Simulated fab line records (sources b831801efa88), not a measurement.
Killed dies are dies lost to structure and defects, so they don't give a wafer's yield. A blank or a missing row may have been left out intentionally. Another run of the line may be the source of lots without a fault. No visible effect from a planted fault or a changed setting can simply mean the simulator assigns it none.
fab line records    flow gf180mcu
[record] lots = 7  wafers = 21  lastDay = 34
route steps=602 shown NSD@238 PSD@248
lots with no fault: from the same line, run without faults
startH: the number of hours between the record's first day and the start of the first shown wafer of the lot    waitH: hours since the lot's step before    " unchanged from the row above    L1.1+2: a single row standing in for several wafers    - either no value or no given start    * or withheld: withheld    < > ~ a bound
route shown NAME@n: a module of which the file shows steps, and the number in the route of the first    usual: the fault-free wafers' mean and standard deviation    same: alike in all rows    chamber/n: place in a boat    sites: per-site readings    _std_site: how widely they spread, as a standard deviation    _edge_site: outer sites' mean less inner sites'    radiusMm: how far each site lies from the wafer's centre    mask NAME#n: copy n    behind: the last tool/chamber to shape the wafer    hold: why the lot went on hold/how many hours it stayed there/how the hold came to an end    device: whichever transistor did not switch (one of n, p or np)    end of line: at the end of the route, the tests of the same wafers    a step with no rows: only its recipe    killed: at the first sort, the dies lost to defects and structure; wafer yield is something else    map: dies across one wafer; x = killed, . = not, _ = none there
set.NAME: the setting the step ran with; set.NAME@STEP: the setting that earlier step ran with    model.NAME: the simulator's own value behind a step, which no gauge read
lots at selected steps of the route; one table per step, one row per wafer
services: when a tool's chamber went out of use (startH, in hours from the record's first day, below 0 if earlier), for how many hours, and the reason
[[steps]]
[step GF_NSD_SOFTBAKE_03]
[recipe] tempC = 90  timeS = 60  resist = NOVOLAK
[step GF_NSD_EXPOSE_04]
[recipe] maskId = Nplus  targetCdNm = 400  na = 0.6  sourceShape = conventional  sigmaOuter = 0.6  doseMj = 140
[step GF_NSD_PEB_05]
[recipe] tempC = withheld  timeS = *  resist = NOVOLAK
[step GF_NSD_DEVELOP_06]
[recipe] developTimeS = 60  devTempC = 23
[step GF_NSD_CD_MEAS_07]
[recipe] targetCdNm = 400
[usual] cdNm = 399.8/2.6
lot.wafer  tool      chamber  startH  waitH  cdNm
L807.3     cdSem-02  -        367.58  0.1    398.9
L807.4     "         -        "       "      399.2
L807.5     "         -        "       "      401.7
L808.3     cdSem-02  -        385.48  0.2    400.8
L808.4     "         -        "       "      398.1
L808.6     "         -        "       "      400.0
L809.1     cdSem-02  -        398.73  0.1    395.3
L809.2     "         -        "       "      396.3
L809.4     "         -        "       "      395.4
L815.2     cdSem-02  -        432.96  0.1    399.5
L815.5     "         -        "       "      402.1
L815.6     "         -        "       "      401.6
L817.2     cdSem-02  -        445.05  0.1    397.0
L817.5     "         -        "       "      398.1
L817.6     "         -        "       "      395.7
L820.1     cdSem-01  -        467.09  0.1    403.6
L820.4     "         -        "       "      398.5
L820.6     "         -        "       "      404.3
L822.1     cdSem-01  -        484.03  0.1    403.1
L822.3     "         -        "       "      404.3
L822.5     "         -        "       "      403.2
[step GF_NSD_OVL_MEAS_08]
[usual] NSD_OVL = 0.1/1.2
lot.wafer  tool        chamber  startH  waitH  NSD_OVL[nm]
L807.3     overlay-01  -        367.68  0.1    -0.7
L807.4     "           -        "       "      2.4
L807.5     "           -        "       "      -1.1
L808.3     overlay-01  -        385.58  0.1    -0.5
L808.4     "           -        "       "      -2.6
L808.6     "           -        "       "      -0.5
L809.1     overlay-02  -        398.85  0.1    0.8
L809.2     "           -        "       "      0.7
L809.4     "           -        "       "      0.0
L815.2     overlay-02  -        433.07  0.1    1.2
L815.5     "           -        "       "      2.0
L815.6     "           -        "       "      0.7
L817.2     overlay-02  -        445.15  0.1    -1.0
L817.5     "           -        "       "      -2.7
L817.6     "           -        "       "      -1.5
L820.1     overlay-02  -        467.21  0.1    -0.7
L820.4     "           -        "       "      0.6
L820.6     "           -        "       "      -0.2
L822.1     overlay-02  -        484.15  0.1    -1.2
L822.3     "           -        "       "      -0.5
L822.5     "           -        "       "      0.0
[step GF_NSD_IMPLANT_09]
[recipe] species = As  energyKev = 60  doseCm2 = 4e+15  tiltDeg = 7
[step GF_NSD_IMPLANT_10]
[recipe] species = P  energyKev = 40  doseCm2 = 5e+14  tiltDeg = 7
[step GF_NSD_STRIP_11]
[recipe] chemistry = O2/N2  powerW = 1400  pressureMtorr = 1500  platenTempC = 250  o2FlowSccm = 3000  n2FlowSccm = 300  overashFraction = 0.5
[usual] chamberPressureMTorr = 1500.0/1.2  drypumpMotorCurrentA = 5.9/0.43  heaterPowerW = 328/33  n2FlowSccm = 300.0/0.98  oesProductAu = 0.487/0.0045  stripTimeToEndpointS = 22.97/0.036
lot.wafer  tool            chamber  startH  waitH  chamberPressureMTorr  drypumpMotorCurrentA  heaterPowerW  n2FlowSccm  oesProductAu  rfHoursCounterH  stripTimeToEndpointS
L807.3     plasmaAsher-04  0        368.03  0.1    1500.4                6.0                   292           299.3       0.484         -                23.00
L807.4     "               1        "       "      1499.4                6.0                   293           301.1       0.489         -                23.02
L807.5     "               0        "       "      1499.1                6.0                   294           300.3       0.488         -                23.03
L808.3     plasmaAsher-02  0        385.93  0.1    1499.7                5.4                   345           300.2       0.482         -                22.99
L808.4     "               1        "       "      1500.9                6.3                   343           301.9       0.481         -                22.93
L808.6     "               1        "       "      1501.6                6.3                   339           301.5       0.487         -                22.95
L809.1     plasmaAsher-04  1        399.23  0.2    1499.2                6.0                   293           298.8       0.486         61               23.02
L809.2     "               0        "       "      1501.5                6.0                   292           298.7       0.489         61               22.98
L809.4     "               0        "       "      1501.0                6.0                   294           298.7       0.488         -                23.03
L815.2     plasmaAsher-02  1        433.40  0.1    1498.3                6.3                   349           301.0       0.483         79               23.02
L815.5     "               0        "       "      1501.2                5.3                   343           298.9       0.491         -                22.95
L815.6     "               1        "       "      1501.9                6.3                   341           300.7       0.479         -                22.95
L817.2     plasmaAsher-02  1        445.48  0.1    1498.3                6.3                   341           299.5       0.488         80               22.97
L817.5     "               1        "       "      1500.0                6.3                   345           299.2       0.480         -                22.96
L817.6     "               0        "       "      1500.9                5.4                   347           300.2       0.487         -                22.96
L820.1     plasmaAsher-03  0        467.55  0.1    1500.4                5.6                   304           300.6       0.492         35               22.91
L820.4     "               1        "       "      1499.8                6.7                   386           299.0       0.481         -                22.94
L820.6     "               1        "       "      1500.3                6.6                   394           300.7       0.487         -                22.92
L822.1     plasmaAsher-02  0        484.48  0.1    1501.1                5.4                   343           298.5       0.498         84               23.01
L822.3     "               0        "       "      1498.7                5.4                   341           297.8       0.485         -                22.99
L822.5     "               0        "       "      1500.7                5.4                   339           299.3       0.484         -                23.02
[step GF_NSD_TW_MEAS_12]
[usual] NSD_TW = 4244/18
lot.wafer  tool          chamber  startH  waitH  NSD_TW
L807.3     filmMetro-01  -        368.12  0.1    4243
L807.4     "             -        "       "      4266
L807.5     "             -        "       "      4242
L808.3     filmMetro-01  -        386.02  0.1    4206
L808.4     "             -        "       "      4218
L808.6     "             -        "       "      4224
L809.1     filmMetro-02  -        399.33  0.1    4237
L809.2     "             -        "       "      4213
L809.4     "             -        "       "      4229
L815.2     filmMetro-04  -        433.51  0.1    4238
L815.5     "             -        "       "      4270
L815.6     "             -        "       "      4248
L817.2     filmMetro-01  -        445.59  0.1    4275
L817.5     "             -        "       "      4288
L817.6     "             -        "       "      4243
L820.1     filmMetro-02  -        467.65  0.1    4255
L820.4     "             -        "       "      4270
L820.6     "             -        "       "      4242
L822.1     filmMetro-04  -        484.58  0.1    4222
L822.3     "             -        "       "      4222
L822.5     "             -        "       "      4194
[step GF_PSD_DEHYDRATE_00]
[recipe] tempC = 200  timeS = 60
[step GF_PSD_HMDS_01]
[recipe] primeTimeS = 60  primeTempC = 120
[step GF_PSD_COAT_02]
[recipe] resist = NOVOLAK  spinRpm = 3000  resistThkNm = 1000
[usual] chillPlateTempC = 23.00/0.11  dispensePressureKPa = 52/3.1
lot.wafer  tool           chamber  startH  waitH  chillPlateTempC  dispensePressureKPa
L807.3     lithoTrack-03  -        378.68  0.1    -                -
L807.4     "              -        "       "      -                -
L807.5     "              -        "       "      -                -
L808.3     lithoTrack-03  -        397.08  0.1    -                -
L808.4     "              -        "       "      -                -
L808.6     "              -        "       "      -                -
L809.1     lithoTrack-02  -        410.09  0.1    -                -
L809.2     "              -        "       "      -                -
L809.4     "              -        "       "      -                -
L815.2     lithoTrack-04  0        444.95  0.1    23.23            55
L815.5     "              0        "       "      23.08            55
L815.6     "              0        "       "      23.19            55
L817.2     lithoTrack-03  0        457.15  0.1    23.07            49
L817.5     "              0        "       "      22.98            49
L817.6     "              0        "       "      23.13            49
L820.1     lithoTrack-03  0        478.43  0.1    22.87            49
L820.4     "              0        "       "      22.73            49
L820.6     "              0        "       "      22.89            49
L822.1     lithoTrack-04  0        495.92  0.1    23.09            55
L822.3     "              0        "       "      23.11            55
L822.5     "              0        "       "      23.14            55
[step GF_PSD_SOFTBAKE_03]
[recipe] tempC = 90  timeS = 60  resist = NOVOLAK
[step GF_PSD_EXPOSE_04]
[recipe] maskId = Pplus  targetCdNm = 400  na = 0.6  sourceShape = conventional  sigmaOuter = 0.6  doseMj = 138.4
[step GF_PSD_PEB_05]
[recipe] tempC = withheld  timeS = *  resist = NOVOLAK
[step GF_PSD_DEVELOP_06]
[recipe] developTimeS = 60  devTempC = 23
[step GF_PSD_CD_MEAS_07]
[recipe] targetCdNm = 400
[usual] cdNm = 400.6/2.7
lot.wafer  tool      chamber  startH  waitH  cdNm
L807.3     cdSem-02  -        390.38  0.1    -
L807.4     "         -        "       "      -
L807.5     "         -        "       "      -
L808.3     cdSem-02  -        408.61  0.1    -
L808.4     "         -        "       "      -
L808.6     "         -        "       "      -
L809.1     cdSem-01  -        422.83  0.1    -
L809.2     "         -        "       "      -
L809.4     "         -        "       "      -
L815.2     cdSem-02  -        456.49  0.1    405.7
L815.5     "         -        "       "      403.8
L815.6     "         -        "       "      407.6
L817.2     cdSem-01  -        469.31  0.1    400.4
L817.5     "         -        "       "      401.3
L817.6     "         -        "       "      398.9
L820.1     cdSem-01  -        490.82  0.1    396.7
L820.4     "         -        "       "      396.9
L820.6     "         -        "       "      393.8
L822.1     cdSem-01  -        507.97  0.1    403.2
L822.3     "         -        "       "      401.4
L822.5     "         -        "       "      401.2
[step GF_PSD_OVL_MEAS_08]
[usual] PSD_OVL = -0.7/1.6
lot.wafer  tool        chamber  startH  waitH  PSD_OVL[nm]
L807.3     overlay-02  -        390.48  0.1    -
L807.4     "           -        "       "      -
L807.5     "           -        "       "      -
L808.3     overlay-02  -        408.71  0.1    -
L808.4     "           -        "       "      -
L808.6     "           -        "       "      -
L809.1     overlay-01  -        422.95  0.1    -
L809.2     "           -        "       "      -
L809.4     "           -        "       "      -
L815.2     overlay-02  -        456.60  0.1    -1.2
L815.5     "           -        "       "      0.4
L815.6     "           -        "       "      -1.3
L817.2     overlay-02  -        469.42  0.1    1.4
L817.5     "           -        "       "      -2.8
L817.6     "           -        "       "      -1.5
L820.1     overlay-01  -        490.94  0.1    -0.4
L820.4     "           -        "       "      -0.1
L820.6     "           -        "       "      0.4
L822.1     overlay-02  -        508.09  0.1    -2.5
L822.3     "           -        "       "      -1.2
L822.5     "           -        "       "      -1.4
[[services]]
tool            chamber  startH  hours  kind
plasmaAsher-03  -        387.52  15.4   repair
lithoTrack-02   -        399.40  -      consumableReplace:filter
plasmaAsher-03  -        419.81  4.1    repair
plasmaAsher-03  -        479.70  1.5    repair
[[key]]
[firstSign] step = GF_PSD_COAT_02  reading = toolRecord  direction = missing
[effect] step = GF_PSD_CD_MEAS_07  reading = cdNm  direction = missing
[effect] step = GF_PSD_OVL_MEAS_08  reading = PSD_OVL  direction = missing
metAt GF_PSD_COAT_02
struckWafers L807.3,L807.4,L807.5,L808.3,L808.4,L808.6,L809.1,L809.2,L809.4
sortLeftOut L807.3,L807.4,L807.5,L808.3,L808.4,L808.6,L809.1,L809.2,L809.4
testerLeftOut L807,L808,L809
[fault] kind = skippedStepWhole  tool = lithoTrack-02,lithoTrack-03  chamber = -  onsetH = 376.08  steps = GF_PSD_COAT_02  scope = struckLotsOnly
// testerLeftOut: of these lots the tester's yield and bins aren't shown, on N5 and GAA mostly nor the transistor test; their killed dies are dies lost to structure and defects alone, not to doping, threshold or leakage, so they don't give the yield
// sortLeftOut: the simulated sort isn't trusted on such a fault, so these wafers' sort isn't shown, and their yield isn't known
